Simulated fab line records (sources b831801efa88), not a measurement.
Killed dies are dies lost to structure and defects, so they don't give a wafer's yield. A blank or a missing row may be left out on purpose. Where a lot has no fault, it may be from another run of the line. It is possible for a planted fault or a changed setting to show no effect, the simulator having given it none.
Which tool did it?    flow gf180mcu    Sampling: 14 lots, 42 wafers, 3 of 602 route steps

WHAT THE GAUGES READ, wafer by wafer
GF_STI_THK_MEAS_24. Usual: STI_CVD_23_THK gives 646 nm (standard deviation 11).
lot   measured     on             STI_CVD_23_THK (nm)  flag
L505  day 2 08:24  film-metro-04  632 643 631          
L506  day 2 14:41  film-metro-01  668 651 649          
L509  day 3 04:47  film-metro-01  653 653 653          
L510  day 3 10:58  film-metro-01  670 669 650          
L514  day 4 06:41  film-metro-03  640 631 646          
L516  day 4 16:50  film-metro-01  645 634 647          
L517  day 4 22:05  film-metro-03  653 647 643          
L520  day 5 13:58  film-metro-01  654 661 648          
L521  day 5 19:42  film-metro-04  643 630 639          
L522  day 5 23:52  film-metro-01  661 660 654          
L523  day 6 05:34  film-metro-01  649 636 639          
L524  day 6 12:17  film-metro-03  672 658 662          
L525  day 6 18:29  film-metro-04  645 641 651          
L526  day 7 02:40  film-metro-04  665 663 644          

GF_MVSD_OVL_MEAS_07. Usual: MVSD_OVL gives 1.4 nm (standard deviation 1.4).
lot   measured      on          MVSD_OVL (nm)   flag
L505  day 4 15:50   overlay-02  2.8 1.9 3.1     
L506  day 4 22:39   overlay-01  1.0 2.3 1.2     
L509  day 5 15:31   overlay-01  2.6 -0.1 0.0    
L510  day 5 21:35   overlay-01  -0.9 -0.5 -0.8  
L514  day 6 18:40   overlay-01  1.0 1.2 1.0     
L516  day 7 06:08   overlay-01  1.5 1.5 1.4     
L517  day 7 11:13   overlay-01  1.9 1.8 2.3     
L520  day 8 04:23   overlay-02  4.7 1.2 2.7     
L521  day 8 09:59   overlay-02  0.9 -0.5 0.2    
L522  day 8 16:20   overlay-02  2.1 3.3 2.6     
L523  day 8 22:39   overlay-01  0.6 2.0 0.2     
L524  day 9 05:45   overlay-02  0.0 1.4 5.8     
L525  day 9 17:54   overlay-02  2.7 2.3 2.8     
L526  day 10 02:19  overlay-01  1.9 1.4 1.3     

WHAT TOOL EACH LOT RAN ON (gives the tool, then ch and the chambers of the sampled wafers, and finally the start)
lot   GF_STI_CMP_25
L505  cmp-02 ch 1,2,3, day 2 08:31
L506  cmp-02 ch 0,1,3, day 2 14:45
L509  cmp-02 ch 0,1,3, day 3 04:53
L510  cmp-02 ch 1,2, day 3 11:00
L514  cmp-02 ch 0,2,3, day 4 06:44
L516  cmp-01 ch 0,1, day 4 16:56
L517  cmp-01 ch 1,3, day 4 22:27
L520  cmp-01 ch 1,2, day 5 14:04
L521  cmp-01 ch 0,1,3, day 5 19:49
L522  cmp-02 ch 2,3, day 5 23:58
L523  cmp-02 ch 0,2,3, day 6 05:37
L524  cmp-01 ch 0,1, day 6 12:20
L525  cmp-02 ch 0,2,3, day 6 18:38
L526  cmp-02 ch 1,2,3, day 7 02:46
- GF_STI_CMP_25: polishes, stops on Si3N4, t overpolish 33 s, target thk 524.6 nm.

WHAT THE TOOLS THEMSELVES READ (means of the sampled wafers that have a number; where no wafer has one, the mark that the record gives instead)
GF_STI_CMP_25. Usual: edge-zone-pressure-frac 1.000, standard deviation 0.0057; motor-current-A 11.6 A, standard deviation 0.73; overpolish-run-s 33.000 s, standard deviation 0.0083; slurry-flow-ml-min 150.0, standard deviation 0.48; time-to-endpoint-s 122 s, standard deviation 7.4.
lot   tool    edge-zone-pressure-frac  motor-current-A (A)  overpolish-run-s (s)  slurry-flow-ml-min  time-to-endpoint-s (s)  flag
L505  cmp-02  1.000                    11.5                 32.998                150.3               128                     
L506  cmp-02  1.001                    11.7                 33.000                149.9               128                     
L509  cmp-02  0.997                    11.6                 33.001                149.6               131                     
L510  cmp-02  1.002                    10.8                 32.996                150.0               136                     
L514  cmp-02  0.996                    11.3                 32.999                150.0               121                     
L516  cmp-01  0.993                    12.3                 33.002                149.5               119                     
L517  cmp-01  1.007                    11.8                 32.997                149.8               121                     
L520  cmp-01  0.998                    11.7                 33.004                150.1               119                     
L521  cmp-01  1.002                    12.2                 33.008                149.9               120                     
L522  cmp-02  1.002                    11.0                 32.989                150.3               126                     
L523  cmp-02  1.002                    11.5                 33.001                149.7               123                     
L524  cmp-01  0.994                    12.3                 33.002                150.4               123                     
L525  cmp-02  1.003                    11.5                 32.995                150.1               123                     
L526  cmp-02  1.003                    11.2                 33.003                149.8               129                     

THE ANSWER, worked out from the rows above alone
Rule: a lot is off if the mean of its wafers that have a number lies more than 3 standard deviations from the usual mean. A lot without any number at a reading at which 4 lots or more have one is off too. Any other lot the step has rows for is counted as sound. After the gauges, taken in route order, come the tools' own readings; for these a lot's mean is taken, as printed above. At the first step where some lot is off, the reading lying furthest off is the one used; lots without a number count as furthest.
Nothing can be told from this: no lot is off at any reading shown.

WHAT THE SIMULATOR HAD INSERTED
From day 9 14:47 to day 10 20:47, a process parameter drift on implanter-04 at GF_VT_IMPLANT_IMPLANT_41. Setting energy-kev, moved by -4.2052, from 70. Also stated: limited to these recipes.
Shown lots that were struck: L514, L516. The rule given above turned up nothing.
